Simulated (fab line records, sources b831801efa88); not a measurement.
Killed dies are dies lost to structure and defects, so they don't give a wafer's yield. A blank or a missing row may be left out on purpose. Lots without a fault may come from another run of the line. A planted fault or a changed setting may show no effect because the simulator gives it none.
fab line records | flow sky130
record lots=5 wafers=15 last_day=50
route steps=708 shown POLY_GATE@217 PAD_OPEN@708
lots that met no fault: from a run of the same line without faults
start_h: hours from the record's first day to the start of the lot's first wafer shown | wait_h: hours since the lot's step before | " the same as in the row above | L1.1+2: a row that stands for several wafers | - no value, or no start given | * or withheld: withheld | < > ~ a bound
route shown NAME@n: a module of which the file shows steps, and the number in the route of the first | usual: mean/standard deviation of fault-free wafers | same: alike in all rows | chamber/n: place in a boat | sites: the reading at each site | _std_site: their standard deviation | _edge_site: outer sites' mean less inner sites' | radius_mm: how far each site lies from the wafer's centre | mask NAME#n: copy n | behind: the tool/chamber that last shaped the wafer | hold: why the lot was held/for how many hours/how that ended | device: the transistor (n, p or np) that didn't switch | end of line: the same wafers' tests at the end of the route | a step without rows: its recipe alone | killed: dies lost to structure and defects at the first sort, not the wafer's yield | map: a wafer's dies, x killed, . not, _ none there
set.NAME: the setting as run; set.NAME@STEP: as run at that earlier step | model.NAME: the simulator's own value behind a step, which no gauge read
lots at some steps of the route; a table a step, a row a wafer
services: from which hour (start_h, from the record's first day; less than 0 if before it) a tool's chamber was out of use, for how many hours, and why
## steps
# step SKY_POLY_GATE_CVD_03
# recipe material=Si3N4 precursor=DCS/NH3 target_thk_nm=75 temp_c=770 time_s=1290 pressure_mtorr=250
# step SKY_POLY_GATE_THK_MEAS_04
# recipe reads=Si3N4_of_POLY_GATE_CVD_03
# usual POLY_GATE_CVD_03_THK=74.9/0.72
# columns lot.wafer tool chamber start_h wait_h POLY_GATE_CVD_03_THK[nm]
L569.3 film_metro-03 - 352.27 0.0 75.6
L569.4 " - " " 75.3
L569.5 " - " " 75.4
L578.1 film_metro-03 - 421.14 0.0 74.6
L578.4 " - " " 74.8
L578.6 " - " " 74.6
L583.2 film_metro-03 - 467.81 0.0 73.6
L583.5 " - " " 72.9
L583.6 " - " " 73.3
L588.2 film_metro-04 - 509.76 0.0 75.5
L588.4 " - " " 75.8
L588.5 " - " " 75.2
L590.2 film_metro-02 - 523.97 0.0 76.3
L590.3 " - " " 76.0
L590.5 " - " " 76.6
# step SKY_POLY_GATE_DEHYDRATE_05
# recipe temp_c=200 time_s=60
# step SKY_POLY_GATE_HMDS_06
# recipe prime_time_s=60 prime_temp_c=120
# step SKY_POLY_GATE_COAT_07
# recipe resist=BARC temp_c=withheld time_s=withheld spin_rpm=3000 resist_thk_nm=110
# step SKY_POLY_GATE_COAT_08
# recipe resist=KrF-thick spin_rpm=3000 resist_thk_nm=450
# step SKY_POLY_GATE_SOFTBAKE_09
# recipe temp_c=100 time_s=90 resist=KrF-thick
# step SKY_POLY_GATE_EXPOSE_10
# recipe mask_id=P1M na=0.68 source_shape=conventional sigma_outer=0.6 target_cd_nm=150 dose_mj=28
# step SKY_POLY_GATE_PEB_11
# recipe peb_temp_c=withheld peb_time_s=withheld resist=KrF-thick
# step SKY_POLY_GATE_DEVELOP_12
# recipe develop_time_s=60 resist=KrF-thick dev_temp_c=21
# step SKY_POLY_GATE_CD_MEAS_13
# recipe target_cd_nm=150
# usual cd_nm=149.5/1.4
# columns lot.wafer tool chamber start_h wait_h cd_nm
L569.3 cd_sem-01 - 380.60 - 147.2
L569.4 " - " " 147.1
L569.5 " - " " 145.9
L578.1 cd_sem-01 - 451.89 - 149.8
L578.4 " - " " 149.6
L578.6 " - " " 151.1
L583.2 cd_sem-02 - 498.75 - 146.5
L583.5 " - " " 146.1
L583.6 " - " " 145.6
L588.2 cd_sem-01 - 539.93 - 149.4
L588.4 " - " " 149.2
L588.5 " - " " 149.4
L590.2 cd_sem-01 - 554.10 - 151.2
L590.3 " - " " 150.8
L590.5 " - " " 148.4
# step SKY_POLY_GATE_OVL_MEAS_14
# usual POLY_GATE_OVL=-2/6.6
# columns lot.wafer tool chamber start_h wait_h POLY_GATE_OVL[nm]
L569.3 overlay-01 - 380.69 0.1 -5
L569.4 " - " " 7
L569.5 " - " " -1
L578.1 overlay-02 - 452.01 0.1 -1
L578.4 " - " " 15
L578.6 " - " " 7
L583.2 overlay-02 - 498.85 0.1 -9
L583.5 " - " " -3
L583.6 " - " " -7
L588.2 overlay-02 - 540.03 0.1 3
L588.4 " - " " 4
L588.5 " - " " 1
L590.2 overlay-02 - 554.20 0.1 0
L590.3 " - " " -4
L590.5 " - " " -7
# step SKY_POLY_GATE_ETCH_15
# recipe chemistry=N2/H2 target=BARC ion_energy_ev=200 source_w=500 bias_w=100 pressure_mtorr=30 n2_flow_sccm=100 h2_flow_sccm=200 stop_on=SiO2 time_s=118.5 target_depth_a=1100
# usual chamber_pressure_mTorr=29.995/0.026 drypump_motor_current_A=5.6/0.55 oes_product_au=0.716/0.0046 rf_fwd_power_W=497.4/1.9 run_length_s=146.8/0.51 throttle_valve_pct=13.213/0.0088
# columns lot.wafer tool chamber start_h wait_h chamber_pressure_mTorr drypump_motor_current_A oes_product_au rf_fwd_power_W rf_hours_counter_h run_length_s throttle_valve_pct
L569.3 rie_diel-04 3 380.71 0.0 30.023 5.8 0.715 494.3 21 147.3 13.214
L569.4 " 2 " " 29.991 5.4 0.716 494.0 9 146.8 13.206
L569.5 " 3 " " 30.001 5.8 0.717 493.5 - 147.7 13.204
L578.1 rie_diel-03 1 452.05 0.0 30.003 6.2 0.714 499.9 7 145.9 13.199
L578.4 " 2 " " 29.960 4.9 0.721 497.0 16 146.5 13.215
L578.6 " 0 " " 30.008 5.2 0.723 497.6 - 147.7 13.203
L583.2 rie_diel-03 2 498.88 0.0 30.045 4.8 0.708 499.6 17 146.5 13.221
L583.5 " 0 " " 30.054 5.2 0.744 - - 143.5 13.202
L583.6 " 2 " " 29.965 4.8 0.714 497.8 - 146.7 13.232
L588.2 rie_diel-04 0 540.06 0.0 29.992 6.0 0.710 497.7 4 146.6 13.227
L588.4 " 1 " " 29.987 6.3 0.716 500.0 2 146.1 13.215
L588.5 " 3 " " 29.997 5.8 0.710 497.2 - 147.4 13.218
L590.2 rie_diel-04 2 554.23 0.0 29.976 5.4 0.710 493.0 12 146.8 13.201
L590.3 " 1 " " 29.963 6.3 0.714 501.6 2 146.0 13.218
L590.5 " 2 " " 30.010 5.4 0.715 496.2 - 146.7 13.209
# step SKY_POLY_GATE_ETCH_16
# recipe stop_on=poly-Si chemistry=CH3F/O2 target=Si3N4 source_w=400 bias_w=80 pressure_mtorr=25 ch3f_flow_sccm=40 O2_flow_sccm=30 time_s=147.5 target_depth_a=750
# usual chamber_pressure_mTorr=25.002/0.024 drypump_motor_current_A=5.6/0.55 oes_product_au=0.640/0.0052 rf_fwd_power_W=398.1/1.3 run_length_s=175.8/0.48 throttle_valve_pct=10.535/0.0092
# columns lot.wafer tool chamber start_h wait_h chamber_pressure_mTorr drypump_motor_current_A oes_product_au rf_fwd_power_W rf_hours_counter_h run_length_s throttle_valve_pct
L569.3 rie_diel-04 3 380.80 0.0 24.973 5.8 0.643 396.2 22 176.2 10.533
L569.4 " 2 " " 25.013 5.4 0.643 398.7 9 175.8 10.534
L569.5 " 3 " " 25.011 5.8 0.636 396.5 - 176.1 10.536
L578.1 rie_diel-03 1 452.13 0.0 25.024 6.2 0.637 398.7 7 175.0 10.525
L578.4 " 2 " " 25.027 4.8 0.640 397.9 16 175.9 10.527
L578.6 " 0 " " 25.026 5.2 0.637 397.2 - 176.1 10.535
L583.2 rie_diel-03 2 498.96 0.0 24.980 4.9 0.633 397.4 17 175.3 10.546
L583.5 " 0 " " 25.046 5.2 0.634 399.5 - 176.3 10.563
L583.6 " 2 " " 24.995 4.9 0.635 399.2 - 175.8 10.537
L588.2 rie_diel-04 0 540.15 0.0 24.974 6.0 0.637 398.3 4 176.2 10.530
L588.4 " 1 " " 24.953 6.3 0.648 397.1 2 175.2 10.519
L588.5 " 3 " " 25.024 5.8 0.635 399.0 - 176.5 10.535
L590.2 rie_diel-04 2 554.32 0.0 24.994 5.4 0.650 397.0 12 175.8 10.539
L590.3 " 1 " " 24.979 6.3 0.634 399.6 2 175.3 10.528
L590.5 " 2 " " 25.019 5.4 0.642 395.5 - 175.8 10.532
# step SKY_PAD_OPEN_PROBE_99
# usual killed_at_M0_to_M3=42/6.1 killed_at_M4_up=3.1/1.7 killed_at_contacts=24/5.5 killed_at_front_end=16/4.1 killed_at_other=0.3/0.57 killed_dies=86/8.2 killed_open=47/6.8 killed_short=38/5.8
# same gross_dies=492 killed_at_back_side=0
# columns lot.wafer tool chamber start_h wait_h killed_at_M0_to_M3 killed_at_M4_up killed_at_contacts killed_at_front_end killed_at_other killed_dies killed_open killed_short
L569.3 prober-01 - 1080.25 0.2 33 2 20 15 0 70 38 32
L569.4 prober-01 - 1080.30 0.2 47 4 30 15 1 97 52 44
L569.5 prober-01 - 1080.35 0.2 39 2 22 18 0 81 44 37
L578.1 prober-02 - 1129.69 0.1 46 5 15 18 0 84 51 33
L578.4 prober-02 - 1129.84 0.2 60 2 21 16 0 99 61 38
L578.6 prober-02 - 1129.94 0.2 42 3 16 20 1 82 36 46
L583.2 prober-01 - 1159.73 0.1 32 4 38 16 1 91 51 39
L583.5 prober-01 - 1159.88 0.2 39 3 25 15 1 83 50 33
L583.6 prober-01 - 1159.93 0.2 49 2 20 15 0 86 36 50
L588.2 prober-02 - 1182.26 0.1 46 1 26 24 1 98 60 37
L588.4 prober-02 - 1182.36 0.2 44 1 24 18 2 89 51 36
L588.5 prober-02 - 1182.41 0.2 45 3 28 14 1 91 48 42
L590.2 prober-02 - 1192.69 0.1 39 5 32 13 0 89 52 37
L590.3 prober-02 - 1192.74 0.2 39 4 26 19 1 89 41 47
L590.5 prober-02 - 1192.84 0.2 46 0 29 11 0 86 43 43
# killed by level:class
L569.3 CONTACT:geometric_particle:open=8 VIA1:geometric_particle:open=8 METAL1:geometric_particle:short=6 VIA2:geometric_particle:open=6 LI_CONTACT:geometric_particle:open=5 POLY_GATE:geometric_particle:short=4 LOCAL_INTERCONNECT:geometric_particle:short=4 FIELD_ISO:geometric_particle:open=3
L569.4 CONTACT:geometric_particle:open=17 VIA1:geometric_particle:open=12 METAL2:geometric_particle:short=7 METAL1:geometric_particle:short=6 VIA2:geometric_particle:short=6 VIA2:geometric_particle:open=6 POLY_GATE:geometric_particle:short=5 CONTACT:geometric_particle:short=5
L569.5 VIA2:geometric_particle:open=10 VIA1:geometric_particle:open=7 CONTACT:geometric_particle:short=7 FIELD_ISO:geometric_particle:short=6 CONTACT:geometric_particle:open=6 LOCAL_INTERCONNECT:geometric_particle:short=5 POLY_GATE:geometric_particle:open=4 LI_CONTACT:geometric_particle:open=4
L578.1 VIA2:geometric_particle:open=10 VIA1:geometric_particle:open=7 VIA3:geometric_particle:open=6 VIA1:geometric_particle:short=6 POLY_GATE:geometric_particle:open=5 LI_CONTACT:geometric_particle:open=5 METAL1:geometric_particle:short=4 CONTACT:geometric_particle:open=4
L578.4 VIA3:geometric_particle:open=13 VIA1:geometric_particle:open=12 VIA2:geometric_particle:open=9 LI_CONTACT:geometric_particle:open=8 METAL2:geometric_particle:short=7 METAL1:geometric_particle:short=5 VIA2:geometric_particle:short=5 POLY_GATE:geometric_particle:open=4
L578.6 VIA1:geometric_particle:open=10 SPACER:geometric_particle:short=7 CONTACT:geometric_particle:short=6 LI_CONTACT:geometric_particle:open=5 VIA1:geometric_particle:short=5 VIA2:geometric_particle:open=5 METAL2:geometric_particle:short=5 VIA3:geometric_particle:open=5
L583.2 CONTACT:geometric_particle:open=12 LI_CONTACT:geometric_particle:open=8 VIA2:geometric_particle:open=8 LOCAL_INTERCONNECT:geometric_particle:short=6 CONTACT:geometric_particle:short=5 LI_CONTACT:geometric_particle:short=4 METAL2:geometric_particle:short=4 VIA1:geometric_particle:open=4
L583.5 VIA1:geometric_particle:open=10 LI_CONTACT:geometric_particle:open=9 POLY_GATE:geometric_particle:open=6 CONTACT:geometric_particle:open=6 CONTACT:geometric_particle:short=5 METAL1:geometric_particle:short=5 METAL2:geometric_particle:short=5 VIA2:geometric_particle:open=5
L583.6 METAL1:geometric_particle:short=9 METAL2:geometric_particle:short=8 CONTACT:geometric_particle:short=7 VIA3:geometric_particle:open=7 POLY_GATE:geometric_particle:open=5 CONTACT:geometric_particle:open=5 VIA1:geometric_particle:short=5 VIA1:geometric_particle:open=5
L588.2 CONTACT:geometric_particle:open=10 VIA2:geometric_particle:open=10 VIA3:geometric_particle:open=9 CONTACT:geometric_particle:short=8 VIA1:geometric_particle:open=8 METAL1:geometric_particle:short=8 POLY_GATE:geometric_particle:open=7 LI_CONTACT:geometric_particle:open=6
L588.4 CONTACT:geometric_particle:open=13 VIA1:geometric_particle:short=6 POLY_GATE:geometric_particle:open=6 VIA1:geometric_particle:open=5 METAL3:geometric_particle:short=5 VIA3:geometric_particle:open=5 CONTACT:geometric_particle:short=4 METAL1:geometric_particle:open=4
L588.5 LI_CONTACT:geometric_particle:open=11 METAL1:geometric_particle:short=9 VIA3:geometric_particle:open=8 VIA1:geometric_particle:open=7 CONTACT:geometric_particle:open=6 VIA2:geometric_particle:open=6 FIELD_ISO:geometric_particle:open=5 LI_CONTACT:geometric_particle:short=4
L590.2 CONTACT:geometric_particle:open=18 VIA1:geometric_particle:open=9 FIELD_ISO:geometric_particle:open=7 METAL2:geometric_particle:short=6 METAL1:geometric_particle:short=6 LI_CONTACT:geometric_particle:open=5 LOCAL_INTERCONNECT:geometric_particle:short=5 VIA3:geometric_particle:short=5
L590.3 VIA1:geometric_particle:open=11 VIA1:geometric_particle:short=10 CONTACT:geometric_particle:open=8 CONTACT:geometric_particle:short=7 LI_CONTACT:geometric_particle:open=6 METAL1:geometric_particle:short=5 POLY_GATE:geometric_particle:open=4 POLY_GATE:geometric_particle:short=4
L590.5 VIA1:geometric_particle:open=11 LI_CONTACT:geometric_particle:open=10 CONTACT:geometric_particle:open=8 METAL2:geometric_particle:short=7 VIA2:geometric_particle:short=6 VIA3:geometric_particle:open=5 LI_CONTACT:geometric_particle:short=4 LOCAL_INTERCONNECT:geometric_particle:short=4
## services
# columns tool chamber start_h hours kind
rie_diel-03 3 357.25 6.5 repair
rie_diel-03 2 365.62 4.8 repair
rie_diel-04 2 366.45 4.3 repair
rie_diel-03 - 379.21 2.8 pm
rie_diel-04 - 393.92 0.2 repair
rie_diel-04 1 397.64 - clean
rie_diel-04 1 397.64 29.7 scheduled_down
rie_diel-04 1 397.64 29.7 vent_cycle
rie_diel-04 2 405.26 12.4 repair
rie_diel-04 0 413.68 4.3 repair
rie_diel-03 1 493.24 7.0 repair
rie_diel-04 2 507.37 4.2 repair
rie_diel-03 0 509.87 7.7 repair
## key
first_sign step=SKY_POLY_GATE_ETCH_15 reading=run_length_s direction=down sigmas=6.4 usual=* struck=*
effect step=SKY_POLY_GATE_ETCH_15 reading=oes_product_au direction=up sigmas=6.2 usual=0.716 struck=0.744
met_at SKY_POLY_GATE_ETCH_15
struck_wafers L583.5
tester_left_out L583
onset_between 452.05 498.88
fault kind=process_parameter_drift tool=rie_diel-03 chamber=- onset_h=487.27 steps=SKY_POLY_GATE_ETCH_15 channel=time_s offset=* shape=step end_h=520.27 scope=struck_wafers_only acts_in=* stated=*
# tester_left_out: of these lots the tester's yield and bins aren't shown, on N5 and GAA mostly nor the transistor test; their killed dies are dies lost to structure and defects alone, not to doping, threshold or leakage, so they don't give the yield
